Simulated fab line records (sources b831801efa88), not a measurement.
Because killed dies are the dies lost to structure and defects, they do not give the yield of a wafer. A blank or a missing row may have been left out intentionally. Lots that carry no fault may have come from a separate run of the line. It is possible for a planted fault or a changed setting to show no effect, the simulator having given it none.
The tool behind it: which one? / flow gf180mcu / 36 wafers from 12 lots sampled at 5 of the route's 602 steps

== WHAT THE GAUGES READ, wafer by wafer ==
GF_V2_CD_MEAS_14: target cd 260 nm.
lot=L214; measured=day 20 11:49; on=cd-sem-01; cd-nm (nm)=261.5 261.8 262.5
lot=L215; measured=day 20 22:29; on=cd-sem-01; cd-nm (nm)=260.3 260.8 259.8
lot=L218; measured=day 21 15:59; on=cd-sem-01; cd-nm (nm)=259.5 258.5 257.9
lot=L219; measured=day 22 08:04; on=cd-sem-02; cd-nm (nm)=260.3 260.5 260.5
lot=L220; measured=day 22 13:23; on=cd-sem-01; cd-nm (nm)=258.8 259.1 259.0
lot=L222; measured=day 23 11:35; on=cd-sem-01; cd-nm (nm)=259.4 258.2 258.0
lot=L223; measured=day 23 23:35; on=cd-sem-02; cd-nm (nm)=259.0 259.0 258.2
lot=L225; measured=day 24 17:10; on=cd-sem-01; cd-nm (nm)=259.6 257.7 259.0
lot=L227; measured=day 26 00:58; on=cd-sem-01; cd-nm (nm)=262.0 261.7 260.8
lot=L234; measured=day 27 02:43; on=cd-sem-02; cd-nm (nm)=260.1 260.6 260.6
lot=L235; measured=day 27 08:36; on=cd-sem-01; cd-nm (nm)=260.9 260.8 261.6
lot=L237; measured=day 27 19:16; on=cd-sem-01; cd-nm (nm)=260.3 258.4 259.7

GF_V3_THK_MEAS_03.
lot=L214; measured=day 21 14:19; on=film-metro-01; V3_CVD_02_THK (nm)=828 844 860
lot=L215; measured=day 22 01:17; on=film-metro-04; V3_CVD_02_THK (nm)=834 860 859
lot=L218; measured=day 22 18:17; on=film-metro-01; V3_CVD_02_THK (nm)=839 843 847
lot=L219; measured=day 23 09:35; on=film-metro-04; V3_CVD_02_THK (nm)=864 858 867
lot=L220; measured=day 23 15:17; on=film-metro-01; V3_CVD_02_THK (nm)=854 868 866
lot=L222; measured=day 24 12:23; on=film-metro-03; V3_CVD_02_THK (nm)=839 856 868
lot=L223; measured=day 25 01:05; on=film-metro-01; V3_CVD_02_THK (nm)=851 855 861
lot=L225; measured=day 25 17:26; on=film-metro-04; V3_CVD_02_THK (nm)=835 842 845
lot=L227; measured=day 27 00:23; on=film-metro-04; V3_CVD_02_THK (nm)=727 855 865
lot=L234; measured=day 28 01:11; on=film-metro-03; V3_CVD_02_THK (nm)=853 846 852
lot=L235; measured=day 28 06:56; on=film-metro-04; V3_CVD_02_THK (nm)=853 858 854
lot=L237; measured=day 28 16:59; on=film-metro-01; V3_CVD_02_THK (nm)=840 840 856

== WHICH TOOL RAN EACH LOT (tool, then ch and the chambers of the sampled wafers, then the start) ==
lot=L214; GF_M3_SPUTTER_02=pvd-sputter-04, day 20 13:28; GF_M3_SPUTTER_03=pvd-sputter-04, day 20 13:29; GF_V3_CVD_02=pecvd-02 ch 1,2, day 21 14:13
lot=L215; GF_M3_SPUTTER_02=pvd-sputter-01, day 21 00:08; GF_M3_SPUTTER_03=pvd-sputter-01, day 21 00:10; GF_V3_CVD_02=pecvd-01 ch 0,1,2, day 22 01:13
lot=L218; GF_M3_SPUTTER_02=pvd-sputter-01, day 21 17:34; GF_M3_SPUTTER_03=pvd-sputter-01, day 21 17:35; GF_V3_CVD_02=pecvd-01 ch 0,1,2, day 22 18:13
lot=L219; GF_M3_SPUTTER_02=pvd-sputter-01, day 22 09:41; GF_M3_SPUTTER_03=pvd-sputter-01, day 22 09:43; GF_V3_CVD_02=pecvd-04 ch 0,2, day 23 09:30
lot=L220; GF_M3_SPUTTER_02=pvd-sputter-01, day 22 15:02; GF_M3_SPUTTER_03=pvd-sputter-01, day 22 15:03; GF_V3_CVD_02=pecvd-02 ch 0,1, day 23 15:13
lot=L222; GF_M3_SPUTTER_02=pvd-sputter-04, day 23 13:21; GF_M3_SPUTTER_03=pvd-sputter-04, day 23 13:23; GF_V3_CVD_02=pecvd-02 ch 0,1, day 24 12:19
lot=L223; GF_M3_SPUTTER_02=pvd-sputter-04, day 24 01:16; GF_M3_SPUTTER_03=pvd-sputter-04, day 24 01:17; GF_V3_CVD_02=pecvd-04 ch 1,2, day 25 00:59
lot=L225; GF_M3_SPUTTER_02=pvd-sputter-01, day 24 18:50; GF_M3_SPUTTER_03=pvd-sputter-01, day 24 18:52; GF_V3_CVD_02=pecvd-01 ch 0,1, day 25 17:22
lot=L227; GF_M3_SPUTTER_02=pvd-sputter-01, day 26 02:37; GF_M3_SPUTTER_03=pvd-sputter-01, day 26 02:39; GF_V3_CVD_02=pecvd-02 ch 0,1,2, day 27 00:19
lot=L234; GF_M3_SPUTTER_02=pvd-sputter-01, day 27 04:23; GF_M3_SPUTTER_03=pvd-sputter-01, day 27 04:25; GF_V3_CVD_02=pecvd-01 ch 0,1,2, day 28 01:07
lot=L235; GF_M3_SPUTTER_02=pvd-sputter-04, day 27 10:16; GF_M3_SPUTTER_03=pvd-sputter-04, day 27 10:17; GF_V3_CVD_02=pecvd-04 ch 0,1, day 28 06:51
lot=L237; GF_M3_SPUTTER_02=pvd-sputter-04, day 27 20:55; GF_M3_SPUTTER_03=pvd-sputter-04, day 27 20:56; GF_V3_CVD_02=pecvd-04 ch 0,1,2, day 28 16:54
- GF_M3_SPUTTER_02: material AlCu, target thk 450 nm, time 23.9 s.
- GF_M3_SPUTTER_03: material Ti, target thk 10 nm, time 6.7 s.
- GF_V3_CVD_02: deposits SiO2 from TEOS, target thk 850 nm, time 94.851 s.

== WHAT THE TOOLS THEMSELVES READ (means of the sampled wafers that have a number; where no wafer has one, the mark that the record gives instead) ==
GF_M3_SPUTTER_02.
lot=L214; tool=pvd-sputter-04; throttle-valve-pct (%)=28.5
lot=L215; tool=pvd-sputter-01; throttle-valve-pct (%)=29.0
lot=L218; tool=pvd-sputter-01; throttle-valve-pct (%)=30.4
lot=L219; tool=pvd-sputter-01; throttle-valve-pct (%)=30.0
lot=L220; tool=pvd-sputter-01; throttle-valve-pct (%)=30.4
lot=L222; tool=pvd-sputter-04; throttle-valve-pct (%)=28.6
lot=L223; tool=pvd-sputter-04; throttle-valve-pct (%)=28.0
lot=L225; tool=pvd-sputter-01; throttle-valve-pct (%)=29.8
lot=L227; tool=pvd-sputter-01; throttle-valve-pct (%)=29.1
lot=L234; tool=pvd-sputter-01; throttle-valve-pct (%)=29.9
lot=L235; tool=pvd-sputter-04; throttle-valve-pct (%)=29.3
lot=L237; tool=pvd-sputter-04; throttle-valve-pct (%)=28.6

GF_M3_SPUTTER_03.
lot=L214; tool=pvd-sputter-04; throttle-valve-pct (%)=28.6
lot=L215; tool=pvd-sputter-01; throttle-valve-pct (%)=28.9
lot=L218; tool=pvd-sputter-01; throttle-valve-pct (%)=30.5
lot=L219; tool=pvd-sputter-01; throttle-valve-pct (%)=29.9
lot=L220; tool=pvd-sputter-01; throttle-valve-pct (%)=30.2
lot=L222; tool=pvd-sputter-04; throttle-valve-pct (%)=28.6
lot=L223; tool=pvd-sputter-04; throttle-valve-pct (%)=28.0
lot=L225; tool=pvd-sputter-01; throttle-valve-pct (%)=30.0
lot=L227; tool=pvd-sputter-01; throttle-valve-pct (%)=29.1
lot=L234; tool=pvd-sputter-01; throttle-valve-pct (%)=29.9
lot=L235; tool=pvd-sputter-04; throttle-valve-pct (%)=29.0
lot=L237; tool=pvd-sputter-04; throttle-valve-pct (%)=28.5

GF_V3_CVD_02.
lot=L214; tool=pecvd-02; heater-power-w (W)=674; susceptor-temp-C (C)=400.00
lot=L215; tool=pecvd-01; heater-power-w (W)=548; susceptor-temp-C (C)=399.95
lot=L218; tool=pecvd-01; heater-power-w (W)=601; susceptor-temp-C (C)=400.13
lot=L219; tool=pecvd-04; heater-power-w (W)=712; susceptor-temp-C (C)=399.81
lot=L220; tool=pecvd-02; heater-power-w (W)=602; susceptor-temp-C (C)=400.00
lot=L222; tool=pecvd-02; heater-power-w (W)=639; susceptor-temp-C (C)=400.02
lot=L223; tool=pecvd-04; heater-power-w (W)=665; susceptor-temp-C (C)=400.01
lot=L225; tool=pecvd-01; heater-power-w (W)=599; susceptor-temp-C (C)=399.77
lot=L227; tool=pecvd-02; heater-power-w (W)=715; susceptor-temp-C (C)=399.80
lot=L234; tool=pecvd-01; heater-power-w (W)=547; susceptor-temp-C (C)=400.14
lot=L235; tool=pecvd-04; heater-power-w (W)=538; susceptor-temp-C (C)=399.80
lot=L237; tool=pecvd-04; heater-power-w (W)=630; susceptor-temp-C (C)=399.79

== THE ANSWER, worked out from the rows above alone ==
Rule: usual is defined by the lots themselves. Put in order of their means at a reading, lots are off if they are a third of the lots or fewer, leave a main group of 4 or more, and stand apart from it by a gap of 3 or more times the standard deviation of the main group's means; of several such gaps the widest counts. A main group is skipped when, at the precision printed for the reading in the tables above, its means are all equal. Also off: a lot with no number at a reading for which 4 or more lots have one. The other lots that the step has rows for count as sound. The gauges are gone through in route order, then the tools' own readings, and for those a lot's mean is taken as printed above. At the first step where some lot is off, the reading lying furthest off is the one used; lots without a number count as furthest.
Off: L227, seen at GF_V3_THK_MEAS_03 (V3_CVD_02_THK). The main group has a mean of 851 nm with a standard deviation of 7.3.
If a tool, at a process step before that reading, ran all the lots that are off and no sound lot after the first of them, it fits. Those tools and the gauges at GF_V3_THK_MEAS_03 are tried in the same way. One fits: GF_V3_CVD_02 on pecvd-02. Its last sound lot is L222 (day 24 12:19), its first lot that is off L227 (day 27 00:19): a fault that began between those two fits.

== WHAT WAS PUT IN BY THE SIMULATOR ==
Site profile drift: pecvd-02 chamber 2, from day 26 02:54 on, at GF_V3_CVD_02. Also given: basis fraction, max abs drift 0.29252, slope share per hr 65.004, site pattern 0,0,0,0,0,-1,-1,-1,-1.
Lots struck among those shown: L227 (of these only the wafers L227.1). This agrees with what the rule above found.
